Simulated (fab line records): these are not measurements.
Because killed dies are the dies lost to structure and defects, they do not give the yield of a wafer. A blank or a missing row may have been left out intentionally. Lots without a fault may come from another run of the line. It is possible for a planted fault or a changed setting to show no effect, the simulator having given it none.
fab line records    flow sky130
record lots=5  wafers=15  last-day=50
route steps=708 shown LDD_N@247 LDD_P@255 PAD_OPEN@708
lots that met no fault: from a run of the same line without faults
start-h: hours from the record's first day to the start of the lot's first wafer shown    wait-h: how many hours have passed since the lot's step before this one    " as in the row above    L1.1+2: one row covering several wafers at once    - value missing, or start not given    * or withheld: withheld    < > ~ a bound
route shown NAME@n: names a module that has steps shown in the file, with the first one's number in the route    usual: mean/standard deviation taken from wafers without a fault    same: alike in all rows    chamber/n: place in a boat    sites: each site's reading    _std_site: how widely they spread, as a standard deviation    _edge_site: inner sites' mean taken away from outer sites' mean    radius-mm: for every site, how far away it sits from the centre of the wafer    mask NAME#n: copy n    behind: the most recent tool/chamber to have shaped the wafer    hold: why the lot went on hold/how many hours it stayed there/how the hold came to an end    device: whichever transistor did not switch (one of n, p or np)    end of line: at the end of the route, the tests of the same wafers    step lacking rows: just its recipe    killed: count of dies lost to structure and defects at first sort (not the wafer's yield)    map: a wafer's dies, marking killed ones x, the rest . and places with no die _
set.NAME: the setting as run; set.NAME@STEP: as run at that earlier step    model.NAME: the simulator's own value behind a step, which no gauge read
lots at some steps of the route; a table a step, a row a wafer
services: from which hour (start-h, from the record's first day; less than 0 if before it) a tool's chamber was out of use, for how many hours, and why
## steps
# step SKY_LDD_N_IMPLANT_10
# recipe species=As  energy-kev=20  dose-cm2=7.5e+13  tilt-deg=withheld  rotation-deg=203
# step SKY_LDD_N_IMPLANT_11
# recipe species=As  energy-kev=20  dose-cm2=7.5e+13  tilt-deg=withheld  rotation-deg=293
# step SKY_LDD_N_IMPLANT_12
# recipe species=BF2  energy-kev=50  dose-cm2=5e+12  tilt-deg=30  rotation-deg=0
# step SKY_LDD_N_IMPLANT_13
# recipe species=BF2  energy-kev=50  dose-cm2=5e+12  tilt-deg=30  rotation-deg=90
# step SKY_LDD_N_IMPLANT_14
# recipe species=BF2  energy-kev=50  dose-cm2=5e+12  tilt-deg=30  rotation-deg=180
# step SKY_LDD_N_IMPLANT_15
# recipe species=BF2  energy-kev=50  dose-cm2=5e+12  tilt-deg=30  rotation-deg=270
# step SKY_LDD_N_STRIP_16
# recipe chemistry=O2/N2  power-w=1400  pressure-mtorr=1500  platen-temp-c=withheld  o2-flow-sccm=3000  n2-flow-sccm=300  overash-fraction=0.5
# usual drypump-motor-current-A=6.0/0.47  oes-product-au=0.407/0.0047  strip-time-to-endpoint-s=4.317/0.016
lot.wafer  tool             chamber  start-h  wait-h  drypump-motor-current-A  oes-product-au  rf-hours-counter-h  strip-time-to-endpoint-s
L461.1     plasma-asher-03  1        448.76   0.1     6.2                      0.408           0                   4.317
L461.4     "                0        "        "       5.9                      0.408           -                   4.326
L461.5     "                0        "        "       5.9                      0.404           -                   4.314
L462.3     plasma-asher-03  0        460.77   0.1     5.9                      0.410           -                   4.296
L462.5     "                1        "        "       6.2                      0.406           -                   4.295
L462.6     "                0        "        "       5.9                      0.407           -                   4.296
L468.2     plasma-asher-01  0        519.41   0.1     6.7                      0.406           41                  4.303
L468.4     "                0        "        "       6.6                      0.409           -                   4.318
L468.6     "                1        "        "       5.8                      0.413           -                   4.308
L477.2     plasma-asher-03  1        585.01   0.1     6.2                      0.403           15                  4.350
L477.5     "                1        "        "       6.2                      0.404           -                   4.319
L477.6     "                0        "        "       5.9                      0.416           -                   4.323
L479.2     plasma-asher-03  1        611.46   0.1     6.2                      0.413           18                  4.299
L479.4     "                1        "        "       6.2                      0.408           -                   4.296
L479.5     "                0        "        "       6.0                      0.395           -                   4.325
# step SKY_LDD_N_TW_MEAS_17
# usual LDD_N_TW=2594/33
lot.wafer  tool           chamber  start-h  wait-h  LDD_N_TW
L461.1     film-metro-01  -        448.86   0.1     2574
L461.4     "              -        "        "       2571
L461.5     "              -        "        "       2556
L462.3     film-metro-01  -        460.86   0.1     2557
L462.5     "              -        "        "       2558
L462.6     "              -        "        "       2553
L468.2     film-metro-04  -        519.52   0.1     2638
L468.4     "              -        "        "       2643
L468.6     "              -        "        "       2632
L477.2     film-metro-02  -        585.12   0.1     2568
L477.5     "              -        "        "       2559
L477.6     "              -        "        "       2557
L479.2     film-metro-04  -        611.57   0.1     2614
L479.4     "              -        "        "       2627
L479.5     "              -        "        "       2641
# step SKY_LDD_P_DEHYDRATE_00
# recipe temp-c=200  time-s=60
# step SKY_LDD_P_HMDS_01
# recipe prime-time-s=60  prime-temp-c=120
# step SKY_LDD_P_COAT_02
# recipe resist=NOVOLAK  spin-rpm=3000  resist-thk-nm=1140
# step SKY_LDD_P_SOFTBAKE_03
# recipe temp-c=90  time-s=60  resist=NOVOLAK
# step SKY_LDD_P_EXPOSE_04
# recipe mask-id=PSDM  na=0.6  source-shape=conventional  sigma-outer=0.6  polarization=unpolarized  target-cd-nm=380  dose-mj=138
# same sigma-outer=0.6
lot.wafer   tool              chamber  start-h  wait-h  mask
L461.1+4+5  iline-stepper-01  0        464.48   -       PSDM#0
L462.3+5+6  iline-stepper-02  0        475.95   -       PSDM#0
L468.2+4+6  iline-stepper-02  0        534.37   -       HVPTM#0
L477.2+5+6  iline-stepper-02  0        599.83   -       PSDM#0
L479.2+4+5  iline-stepper-01  0        625.82   -       PSDM#0
# step SKY_LDD_P_PEB_05
# recipe temp-c=withheld  time-s=*  resist=NOVOLAK
# step SKY_LDD_P_DEVELOP_06
# recipe resist=NOVOLAK  developer=TMAH  develop-time-s=60  dev-temp-c=23
# step SKY_LDD_P_CD_MEAS_07
# recipe target-cd-nm=380
# usual cd-nm=379.8/2.7
lot.wafer  tool       chamber  start-h  wait-h  cd-nm
L461.1     cd-sem-01  -        479.54   0.1     381.8
L461.4     "          -        "        "       383.4
L461.5     "          -        "        "       379.5
L462.3     cd-sem-02  -        491.83   0.1     382.9
L462.5     "          -        "        "       380.2
L462.6     "          -        "        "       382.9
L468.2     cd-sem-02  -        549.76   0.1     -
L468.4     "          -        "        "       -
L468.6     "          -        "        "       -
L477.2     cd-sem-01  -        614.21   0.1     378.1
L477.5     "          -        "        "       380.3
L477.6     "          -        "        "       380.0
L479.2     cd-sem-02  -        639.29   0.1     384.6
L479.4     "          -        "        "       383.0
L479.5     "          -        "        "       384.1
# step SKY_LDD_P_OVL_MEAS_08
# usual LDD_P_OVL=-0.2/1.3
lot.wafer  tool        chamber  start-h  wait-h  LDD_P_OVL[nm]
L461.1     overlay-01  -        479.66   0.1     -1.6
L461.4     "           -        "        "       -0.3
L461.5     "           -        "        "       -0.1
L462.3     overlay-02  -        491.92   0.1     -0.3
L462.5     "           -        "        "       0.5
L462.6     "           -        "        "       0.2
L468.2     overlay-01  -        549.86   0.1     -
L468.4     "           -        "        "       -
L468.6     "           -        "        "       -
L477.2     overlay-01  -        614.31   0.1     -0.6
L477.5     "           -        "        "       0.7
L477.6     "           -        "        "       -1.8
L479.2     overlay-02  -        639.40   0.1     0.6
L479.4     "           -        "        "       1.5
L479.5     "           -        "        "       0.8
# step SKY_LDD_P_IMPLANT_09
# recipe species=BF2  energy-kev=25  dose-cm2=1e+13  tilt-deg=withheld
# step SKY_LDD_P_STRIP_10
# recipe chemistry=O2/N2  power-w=1400  pressure-mtorr=1500  platen-temp-c=withheld  o2-flow-sccm=3000  n2-flow-sccm=300  overash-fraction=0.5
# usual drypump-motor-current-A=5.9/0.54  oes-product-au=0.716/0.0046  strip-time-to-endpoint-s=14.17/0.04
lot.wafer  tool             chamber  start-h  wait-h  drypump-motor-current-A  oes-product-au  rf-hours-counter-h  strip-time-to-endpoint-s
L461.1     plasma-asher-04  0        479.84   0.1     6.6                      0.721           80                  14.15
L461.4     "                1        "        "       5.8                      0.717           -                   14.20
L461.5     "                1        "        "       5.8                      0.714           -                   14.20
L462.3     plasma-asher-02  0        492.13   0.1     5.0                      0.718           -                   14.14
L462.5     "                0        "        "       4.9                      0.715           -                   14.17
L462.6     "                1        "        "       6.1                      0.720           -                   14.11
L468.2     plasma-asher-03  1        550.04   0.1     6.2                      0.714           12                  14.15
L468.4     "                0        "        "       5.9                      0.726           -                   14.16
L468.6     "                0        "        "       5.9                      0.714           -                   14.14
L477.2     plasma-asher-02  1        614.49   0.1     6.1                      0.713           77                  14.14
L477.5     "                0        "        "       5.0                      0.715           -                   14.14
L477.6     "                1        "        "       6.0                      0.715           -                   14.11
L479.2     plasma-asher-03  0        639.58   0.1     5.9                      0.719           21                  14.18
L479.4     "                1        "        "       6.2                      0.717           -                   14.19
L479.5     "                1        "        "       6.2                      0.712           -                   14.24
# step SKY_LDD_P_TW_MEAS_11
# usual LDD_P_TW=638/7.4
lot.wafer  tool           chamber  start-h  wait-h  hold                      LDD_P_TW
L461.1     film-metro-02  -        479.94   0.1     -                         627
L461.4     "              -        "        "       -                         624
L461.5     "              -        "        "       -                         629
L462.3     film-metro-02  -        492.21   0.1     -                         627
L462.5     "              -        "        "       -                         629
L462.6     "              -        "        "       -                         629
L468.2     film-metro-02  -        550.15   0.1     await-dispo/0.2h/release  30
L468.4     "              -        "        "       await-dispo/0.2h/release  30
L468.6     "              -        "        "       await-dispo/0.2h/release  30
L468.2     film-metro-02  -        550.38   0.2     -                         30
L468.4     "              -        "        "       -                         30
L468.6     "              -        "        "       -                         30
L477.2     film-metro-04  -        614.60   0.1     -                         648
L477.5     "              -        "        "       -                         643
L477.6     "              -        "        "       -                         645
L479.2     film-metro-04  -        639.69   0.1     -                         640
L479.4     "              -        "        "       -                         643
L479.5     "              -        "        "       -                         641
# step SKY_PAD_OPEN_PROBE_99
# usual defect-limited-yield=82.5/2  killed_at_M0_to_M3=44/7.4  killed_at_M4_up=3.0/1.8  killed-at-contacts=24/5.1  killed-at-front-end=15/4.3  killed-at-other=0.3/0.54  killed-dies=86/9.9  killed-open=47/7.1  killed-short=38/6.7  sort_bin_3_pad_short=0.8/0.39  sort_bin_5_function=10.4/1.5  sort_bin_6_memory=6.2/1.2  sort-n-pass=406/9.9  sort-yield-pct=82.5/2
# same gross-dies=492  killed-at-back-side=0  sort_bin_4_leakage[%]=0  sort_bin_8_speed[%]=0
lot.wafer  tool       chamber  start-h  wait-h  defect-limited-yield[%]  killed_at_M0_to_M3  killed_at_M4_up  killed-at-contacts  killed-at-front-end  killed-at-other  killed-dies  killed-open  killed-short  sort_bin_3_pad_short[%]  sort_bin_5_function[%]  sort_bin_6_memory[%]  sort-n-pass  sort-yield-pct[%]
L477.2     prober-01  -        1195.49  0.1     83.7                     38                  0                22                  19                   1                80           47           33            0.8                      10.0                    5.5                   412          83.7
L477.5     prober-01  -        1195.64  0.2     82.1                     46                  2                26                  14                   0                88           47           41            1.0                      10.4                    6.5                   404          82.1
L477.6     prober-01  -        1195.69  0.2     85.0                     40                  0                23                  10                   1                74           41           33            0.2                      10.6                    4.3                   418          85.0
# killed by level:class
L477.2 LI_CONTACT:geometric-particle:open=10 VIA1:geometric-particle:open=9 FIELD_ISO:geometric-particle:open=6 METAL1:geometric-particle:short=6 CONTACT:geometric-particle:open=6 VIA1:geometric-particle:short=6 FIELD_ISO:geometric-particle:short=5 METAL2:geometric-particle:short=5
L477.5 VIA3:geometric-particle:open=13 LOCAL_INTERCONNECT:geometric-particle:short=7 VIA1:geometric-particle:short=7 VIA1:geometric-particle:open=7 CONTACT:geometric-particle:open=6 METAL2:geometric-particle:short=5 FIELD_ISO:geometric-particle:open=4 FIELD_ISO:geometric-particle:short=4
L477.6 VIA1:geometric-particle:open=10 LI_CONTACT:geometric-particle:open=8 CONTACT:geometric-particle:open=7 VIA3:geometric-particle:open=6 VIA1:geometric-particle:short=5 VIA3:geometric-particle:short=5 VIA2:geometric-particle:open=4 METAL1:geometric-particle:short=4
## services
tool              chamber  start-h  hours  kind
plasma-asher-03   -        435.85   9.0    pm
plasma-asher-03   0        435.85   9.0    vent-cycle
plasma-asher-03   1        435.85   9.0    vent-cycle
plasma-asher-03   0        444.85   -      clean
plasma-asher-03   1        444.85   -      clean
iline-stepper-02  -        462.49   6.2    repair
plasma-asher-02   -        478.57   10.8   repair
iline-stepper-01  -        478.67   3.9    repair
plasma-asher-01   -        480.85   14.6   pm
plasma-asher-02   -        483.34   8.6    repair
iline-stepper-01  -        483.81   1.7    pm
plasma-asher-04   -        497.68   14.6   pm
iline-stepper-02  -        502.64   15.6   repair
plasma-asher-03   -        508.99   1.5    repair
iline-stepper-02  -        546.28   1.7    pm
iline-stepper-02  -        585.55   10.3   repair
plasma-asher-04   -        588.68   2.8    pm
iline-stepper-01  -        623.63   1.2    repair
plasma-asher-04   -        633.45   12.5   repair
## key
first-sign step=SKY_LDD_P_EXPOSE_04  reading=mask  direction=changed
effect step=SKY_LDD_P_CD_MEAS_07  reading=cd-nm  direction=missing
effect step=SKY_LDD_P_OVL_MEAS_08  reading=LDD_P_OVL  direction=missing
effect step=SKY_LDD_P_TW_MEAS_11  reading=visit  direction=added
effect step=SKY_LDD_P_TW_MEAS_11  reading=LDD_P_TW  direction=down  sigmas=82  usual=638  struck=30
met-at SKY_LDD_P_EXPOSE_04
struck-wafers L468.2,L468.4,L468.6
scrapped-behind SKY_LDD_P_TW_MEAS_11 L468.2,L468.4,L468.6
onset-between 475.95 534.37
fault kind=wrong-mask  tool=any  chamber=-  onset-h=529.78  steps=SKY_LDD_P_EXPOSE_04  aux-copy=HVPTM#0  scope=struck-lots-only
